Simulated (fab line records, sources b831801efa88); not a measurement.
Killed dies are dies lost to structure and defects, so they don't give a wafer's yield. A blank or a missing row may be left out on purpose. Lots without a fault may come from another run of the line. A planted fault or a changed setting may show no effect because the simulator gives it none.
One fault seen from 2 desks | flow sky130 | each desk has only its own numbers; what lay behind them comes last

THE METROLOGY DESK
What the gauges read, lot by lot, whatever tool the lot ran on: means of the sampled wafers that have a number. A lot is out of limits, marked OUT, if its mean lies more than 4 standard deviations from the usual mean; the brackets give that distance.
Columns: A = SONOS_ONO_OXIDATION_THK at SKY_SONOS_ONO_THK_MEAS_01, usual 2.55 nm; B = GATE_OXIDE_OVL at SKY_GATE_OXIDE_OVL_MEAS_10, usual -0.3 nm; C = LDD_HVN_TW at SKY_LDD_HVN_TW_MEAS_10, usual 1437; D = SPACER_CVD_00_THK at SKY_SPACER_THK_MEAS_01, usual 43.3 nm
lot  | first seen here | A    | B    | C              | D
L729 | day 11 23:29    | 2.51 | -0.8 | 1434           | 43.1
L730 | day 12 05:56    | 2.55 | -1.8 | 1439           | 43.6
L731 | day 12 15:02    | 2.59 | 1.5  | 1448           | 43.3
L732 | day 13 00:19    | 2.55 | -0.3 | 1429           | 43.1
L733 | day 13 11:46    | 2.52 | 0.5  | 1428           | 43.6
L735 | day 14 02:04    | 2.45 | 0.4  | 1272 (-24) OUT | 43.5
L736 | day 14 07:04    | 2.43 | -0.1 | 1281 (-22) OUT | 43.9
L741 | day 15 23:26    | 2.61 | -0.4 | 1445           | 43.6
L744 | day 16 21:20    | 2.52 | -0.1 | 1437           | 43.1
L745 | day 17 08:50    | 2.61 | 0.4  | 1440           | 43.2
L747 | day 17 19:50    | 2.58 | -0.5 | 1451           | 43.2
L749 | day 18 11:18    | 2.50 | -0.4 | 1440           | 43.3
L751 | day 19 06:04    | 2.59 | -0.6 | 1436           | 43.6
This desk's finding: out of limits on L735, L736; first on L735, day 23 09:55 (LDD_HVN_TW at SKY_LDD_HVN_TW_MEAS_10). In limits: L729, L730, L731, L732, L733, L741, L744, L745, L747, L749, L751.

THE TOOL OWNER'S DESK: implanter-03
The tool's own readings at SKY_LDD_HVN_IMPLANT_08: means of the sampled wafers that have a number, for each lot that ran on this tool. A lot is out of limits, marked OUT, if its mean lies more than 4 standard deviations from the usual mean; the brackets give that distance.
Columns: A = beam_on_s at SKY_LDD_HVN_IMPLANT_08, usual 10.01 s; B = tilt_deg at SKY_LDD_HVN_IMPLANT_08, usual 39.998 degrees
lot  | first seen here | A     | B
L729 | day 20 23:52    | 9.92  | 39.979
L731 | day 21 17:10    | 10.08 | 40.013
L732 | day 22 03:22    | 10.02 | 39.986
L735 | day 23 09:40    | 10.22 | 0.010 (-99 or more) OUT
L736 | day 23 22:44    | 10.06 | -0.019 (-99 or more) OUT
L744 | day 26 10:23    | 10.00 | 39.970
L747 | day 27 03:40    | 10.11 | 40.017
L749 | day 27 21:29    | 10.06 | 40.013
L751 | day 28 13:51    | 10.17 | 39.975
This desk's finding: out of limits on L735, L736; first on L735, day 23 09:40 (tilt_deg at SKY_LDD_HVN_IMPLANT_08). In limits: L729, L731, L732, L744, L747, L749, L751.

PUT TOGETHER
The tool owner's desk could have raised an alarm at day 23 09:40, on L735, L736.
The metrology desk could have raised an alarm at day 23 09:55, on L735, L736.
Of the lots named, all ran SKY_LDD_HVN_IMPLANT_08 on implanter-03.

WHAT THE SIMULATOR HAD PUT IN
Process parameter drift: implanter-03, from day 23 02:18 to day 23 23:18, at SKY_LDD_HVN_IMPLANT_08. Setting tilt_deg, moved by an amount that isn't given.
Lots struck among those shown: L735, L736.
Hours from the fault's start to each desk's first reading out of limits: the tool owner's desk, 7; the metrology desk, 8.
